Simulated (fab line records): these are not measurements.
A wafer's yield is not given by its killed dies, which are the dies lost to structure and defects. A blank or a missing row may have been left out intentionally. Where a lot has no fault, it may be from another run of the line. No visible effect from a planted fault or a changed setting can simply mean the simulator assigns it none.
2 desks, one fault :: flow gf180mcu :: every desk sees just its own numbers, and what lay behind them comes last

== METROLOGY DESK ==
What the gauges read for every lot (on any tool): the sampled wafers with a number, averaged. A lot is out of limits, marked OUT, if its mean lies more than 4 standard deviations from the usual mean; the brackets give that distance.
Columns: A = NSD_TW at GF_NSD_TW_MEAS_12, usual 4249; B = NSD_RS at GF_PSD_RS_MEAS_14, usual 46.10 ohm/sq
lot: L176
first seen here: day 14 03:21
A: 4290
B: 46.10

lot: L177
first seen here: day 14 14:53
A: 4300
B: 46.22

lot: L184
first seen here: day 17 06:30
A: 4263
B: 46.12

lot: L187
first seen here: day 18 03:24
A: 4254
B: 46.15

lot: L188
first seen here: day 18 12:16
A: 4246
B: 46.01

lot: L192
first seen here: day 20 00:02
A: 4293
B: 46.10

lot: L193
first seen here: day 20 08:41
A: 4509 (+8.4) OUT
B: 41.66 (-46) OUT

lot: L194
first seen here: day 20 15:12
A: 4489 (+7.8) OUT
B: 41.63 (-47) OUT

lot: L195
first seen here: day 21 02:52
A: 4224
B: 46.04

lot: L196
first seen here: day 21 04:44
A: 4241
B: 46.12
This desk reports L193, L194 out of limits; the earliest was L193 at day 20 08:41 (NSD_TW at GF_NSD_TW_MEAS_12). Within limits: L176, L177, L184, L187, L188, L192, L195, L196.

== TOOL OWNER'S DESK, implanter-02 ==
For each lot that ran on this tool, the mean over its sampled wafers that have a number, from the tool's own readings at GF_NSD_IMPLANT_09. A lot is out of limits, marked OUT, if its mean lies more than 4 standard deviations from the usual mean; the brackets give that distance.
Columns: A = beam_energy_keV at GF_NSD_IMPLANT_09, usual 59.997; B = end_station_pressure_torr at GF_NSD_IMPLANT_09, usual 1.29e-05 Torr
lot: L177
first seen here: day 14 14:29
A: 59.987
B: 1.26e-05

lot: L187
first seen here: day 18 03:00
A: 59.984
B: 1.25e-05

lot: L188
first seen here: day 18 11:52
A: 60.007
B: 1.34e-05

lot: L192
first seen here: day 19 23:38
A: 59.971
B: 1.29e-05

lot: L193
first seen here: day 20 08:18
A: 77.569 (+99 or more) OUT
B: -

lot: L194
first seen here: day 20 14:51
A: 77.539 (+99 or more) OUT
B: -
Finding of this desk: L193, L194 out of limits; the first was L193 at day 20 08:18, on beam_energy_keV at GF_NSD_IMPLANT_09. Within limits: L177, L187, L188, L192.

== ALL TOGETHER ==
An alarm could have come from the tool owner's desk at day 20 08:18, on L193, L194.
At day 20 08:41 the metrology desk could have sounded an alarm, on L193, L194.
All the named lots went through GF_NSD_IMPLANT_09 on implanter-02.

== WHAT WAS PUT IN BY THE SIMULATOR ==
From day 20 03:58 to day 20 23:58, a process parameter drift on implanter-02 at GF_NSD_IMPLANT_09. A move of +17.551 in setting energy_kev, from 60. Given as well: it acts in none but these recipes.
Lots struck among those shown: L193, L194.
Hours from the fault's start to each desk's first reading out of limits: the tool owner's desk, 4; the metrology desk, 5.
